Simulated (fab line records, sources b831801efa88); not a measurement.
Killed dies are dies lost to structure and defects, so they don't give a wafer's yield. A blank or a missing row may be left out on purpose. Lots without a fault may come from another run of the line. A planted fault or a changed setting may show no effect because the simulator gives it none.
One fault seen from 2 desks | flow sky130 | each desk has only its own numbers; what lay behind them comes last

THE METROLOGY DESK
What the gauges read, lot by lot, whatever tool the lot ran on: means of the sampled wafers that have a number. A lot is out of limits, marked OUT, if its mean lies more than 4 standard deviations from the usual mean; the brackets give that distance.
Columns: A = VIA1_W_RS at SKY_VIA1_RS_MEAS_22, usual 0.432 ohm/sq; B = VIA1_W_THK at SKY_VIA1_THK_MEAS_23, usual 269 nm
lot  | first seen here | A     | B
L946 | day 33 18:35    | 0.430 | 268
L950 | day 35 06:46    | 0.439 | 268
L954 | day 36 17:41    | 0.428 | 270
L955 | day 36 21:13    | 0.435 | 268
L956 | day 37 08:31    | 0.434 | 268
L965 | day 40 00:00    | 0.436 | 268
This desk's finding: nothing out of limits on any of the 6 lots.

THE TOOL OWNER'S DESK: pvd_sputter-02
The tool's own readings at SKY_METAL2_SPUTTER_01 (material TiN, target thk 20 nm, time 16.7 s): means of the sampled wafers that have a number, for each lot that ran on this tool. A lot is out of limits, marked OUT, if its mean lies more than 4 standard deviations from the usual mean; the brackets give that distance.
Columns: A = cathode_dc_power_W at SKY_METAL2_SPUTTER_01, usual 6500.0 W; B = throttle_valve_pct at SKY_METAL2_SPUTTER_01, usual 29.8 %
lot  | first seen here | A      | B
L950 | day 35 07:16    | 6499.0 | 29.6
L954 | day 36 18:10    | 6501.3 | 30.5
L955 | day 36 21:40    | 6499.6 | 30.5
This desk's finding: nothing out of limits on any of the 3 lots.

PUT TOGETHER
The metrology desk saw nothing out of limits.
The tool owner's desk saw nothing out of limits.

WHAT THE SIMULATOR HAD PUT IN
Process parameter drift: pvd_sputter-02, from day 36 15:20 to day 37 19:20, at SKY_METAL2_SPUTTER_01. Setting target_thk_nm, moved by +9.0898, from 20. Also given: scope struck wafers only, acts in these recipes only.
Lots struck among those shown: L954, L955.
